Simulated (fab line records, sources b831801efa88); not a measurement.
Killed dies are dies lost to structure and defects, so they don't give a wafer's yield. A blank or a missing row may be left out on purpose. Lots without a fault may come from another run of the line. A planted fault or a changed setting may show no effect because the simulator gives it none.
One fault seen from 2 desks | flow sfq_line | each desk has only its own numbers; what lay behind them comes last

THE TOOL OWNER'S DESK: rie_metal-01
The tool's own readings at SFQ_TRILAYER_M3_BARC_OPEN_METAL_ETCH_100 (etches BARC in O2, target depth 125 nm, time 41.7 s): means of the sampled wafers that have a number, for each lot that ran on this tool. A lot is out of limits, marked OUT, if its mean lies more than 4 standard deviations from the usual mean; the brackets give that distance.
Columns: A = drypump_motor_current_A at SFQ_TRILAYER_M3_BARC_OPEN_METAL_ETCH_100, usual 5.5 A; B = oes_product_au at SFQ_TRILAYER_M3_BARC_OPEN_METAL_ETCH_100, usual 0.684 a.u.
lot  | first seen here | A   | B
L369 | day 30 16:19    | 6.1 | 0.686
L384 | day 46 20:24    | 6.6 | 0.686
L385 | day 47 05:29    | 5.6 | 0.684
L386 | day 47 07:53    | 6.2 | 0.684
This desk's finding: nothing out of limits on any of the 4 lots.

THE METROLOGY DESK
What the gauges read, lot by lot, whatever tool the lot ran on: means of the sampled wafers that have a number. A lot is out of limits, marked OUT, if its mean lies more than 4 standard deviations from the usual mean; the brackets give that distance.
Columns: A = M3_NB_RS at SFQ_M3_RS_MEAS_919, usual 0.889 ohm/sq; B = M3_OVL at SFQ_M3_OVL_MEAS_921, usual 1 nm
lot  | first seen here | A     | B
L369 | day 30 10:31    | 0.888 | 1
L373 | day 33 13:18    | 0.899 | 9
L384 | day 41 00:06    | 0.884 | 6
L385 | day 41 12:56    | 0.882 | 6
L386 | day 41 16:32    | 0.890 | 3
L389 | day 42 09:19    | 0.896 | 2
L391 | day 42 17:48    | 0.900 | -3
This desk's finding: nothing out of limits on any of the 7 lots.

PUT TOGETHER
The tool owner's desk saw nothing out of limits.
The metrology desk saw nothing out of limits.

WHAT THE SIMULATOR HAD PUT IN
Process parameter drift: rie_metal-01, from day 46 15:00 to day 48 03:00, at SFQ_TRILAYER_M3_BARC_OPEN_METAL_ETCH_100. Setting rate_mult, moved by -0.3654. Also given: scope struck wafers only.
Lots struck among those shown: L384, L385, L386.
